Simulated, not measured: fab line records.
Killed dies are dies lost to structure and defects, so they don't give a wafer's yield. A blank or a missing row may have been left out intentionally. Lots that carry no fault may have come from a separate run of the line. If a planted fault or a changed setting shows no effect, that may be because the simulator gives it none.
A struck lot beside a sound one :: flow sky130 :: 15 steps out of a route of 708
Sound: these wafers, L178.2, L178.5, L178.6. Struck: wafer L177.3. (L177.1, L177.6 of the same lot were not struck and are left out.) The cause comes at the end.
Per side, at each step with rows, come the tool, then ch with its chambers, and then its first start. Under that, the readings that differ: sound wafers :: struck wafers :: difference of the means :: sigmas: that difference in standard deviations of wafers without a fault.
alike: words and numbers the same on both sides, and readings whose means are apart by under 2 such deviations; not compared: readings that were withheld, readings missing a value for some wafer, numbers with overlapping values and no deviation given by the record, and bounds like >300 which may hide the same value.
A row with sigmas, a row that says differs or no value, or rows on one side alone: a step with any of these is where the two part. Numbers that have no deviation but don't overlap get no sigmas and don't part them. A reading that every wafer of one side lacks parts them only if that side has two wafers or more.

first, 2 steps without rows for these wafers: SKY_VIA4_PEB_09; SKY_VIA4_DEVELOP_10 (develop time 60 s).
SKY_VIA4_OVL_MEAS_11:
  struck on overlay-01, day 48 15:55; sound on overlay-02, day 48 19:34
reading: VIA4_OVL (nm)
sound: 2.2 0.5 0.1
struck: -1.9
difference: -2.8
sigmas: -2
SKY_VIA4_ETCH_12: etches SiO2 in C4F8/O2/Ar, stops on TiN, target depth 580 nm.
  sound on rieDiel-03 ch 0,1,3, day 48 19:36; struck on rieDiel-01 ch 1, day 48 15:56
  alike: oesProductAu
SKY_VIA4_STRIP_13: strips in O2/N2.
  sound on plasmaAsher-04 ch 0,1, day 48 19:40; struck on plasmaAsher-04 ch 1, day 48 16:01
reading: stripTimeToEndpointS (s)
sound: 12.858 12.810 12.850
struck: 12.748
difference: -0.091
sigmas: -4
  alike: drypumpMotorCurrentA, oesProductAu
  not compared: rfHoursCounterH
then, 3 steps without rows for these wafers: SKY_VIA4_STRIP_14 (strips in post etch residue remover, time 1200 s); SKY_VIA4_CLEAN_15 (cleans in IPA, time 180 s); SKY_VIA4_CLEAN_16 (cleans in O3/DIW).
SKY_VIA4_SPUTTER_17: material TiN, target thk 20 nm, time 80 s.
  struck on pvdSputter-01, day 48 16:42; sound on pvdSputter-02, day 48 20:44
  alike: chamberPressurePa, throttleValvePct
SKY_VIA4_CVD_18: deposits W, target thk 505 nm, time 152.14 s.
  sound on cvdW-02 ch 0,1, day 48 20:49; struck on cvdW-01 ch 1, day 48 16:46
  alike: heaterPowerW
SKY_VIA4_RS_MEAS_19: the measuring method here is four-point-probe.
  struck on filmMetro-01, day 48 16:55; sound on filmMetro-04, day 48 20:59
  alike: VIA4_W_RS
SKY_VIA4_THK_MEAS_20: measures by xrf.
  struck on filmMetro-01, day 48 20:51; sound on filmMetro-04, day 48 21:05
  alike: VIA4_W_THK
SKY_VIA4_CMP_21: polishes, stops on SiO2, t overpolish 25 s, target thk 0 nm.
  sound on cmp-02 ch 1,2,3, day 48 21:17; struck on cmp-01 ch 2, day 48 21:01
reading: overpolishRunS (s)
sound: 25.011 25.003 24.987
struck: 0.042
difference: -24.958
sigmas: -99 or more

reading: timeToEndpointS (s)
sound: 121 120 121
struck: 193
difference: +72
sigmas: +17
  alike: motorCurrentA, slurryFlowMlMin
SKY_METAL5_SPUTTER_00: material Ti, target thk 15 nm, time 10 s.
  sound wafers here have rows in the record (pvdSputter-02, day 48 21:26); struck ones have none
-- the record jumps here: 2 days lie between the struck wafers' starts before and after (it left off in module METAL5 and takes up again in module PAD_OPEN, whose first step shown is number 708 of the route) --
SKY_PAD_OPEN_PROBE_99:
  struck on prober-01, day 51 02:56; sound on prober-02, day 51 03:50
reading: defectLimitedYield (%)
sound: 88.6 82.9 85.6
struck: 0
difference: -86
sigmas: -48

reading: killed_at_M0_to_M3
sound: 27 44 34
struck: 53
difference: +18
sigmas: +3

reading: killed_at_M4_up
sound: 2 6 2
struck: 400
difference: +397
sigmas: +99 or more

reading: killedAtOther
sound: 0 0 0
struck: 1
difference: +1
sigmas: +2

reading: killedDies
sound: 56 84 71
struck: 492
difference: +422
sigmas: +48

reading: killedOnRim
sound: 9 13 18
struck: 96
difference: +83
sigmas: +20

reading: killedOpen
sound: 31 49 35
struck: 53
difference: +15
sigmas: +2

reading: sort_bin_3_pad_short (%)
sound: 0.6 1.2 0.4
struck: 81.7
difference: +81.0
sigmas: +99 or more

reading: sortNPass
sound: 436 408 421
struck: 0
difference: -422
sigmas: -48

reading: sortYieldPct (%)
sound: 88.6 82.9 85.6
struck: 0
difference: -86
sigmas: -48
  alike: killedAtContacts, killedAtFrontEnd, killedShort, sort_bin_5_function, sort_bin_6_memory

## WHERE THEY PART
At SKY_VIA4_OVL_MEAS_11 first; at SKY_PAD_OPEN_PROBE_99 last (within this record only).

WHY: what the simulator had put in
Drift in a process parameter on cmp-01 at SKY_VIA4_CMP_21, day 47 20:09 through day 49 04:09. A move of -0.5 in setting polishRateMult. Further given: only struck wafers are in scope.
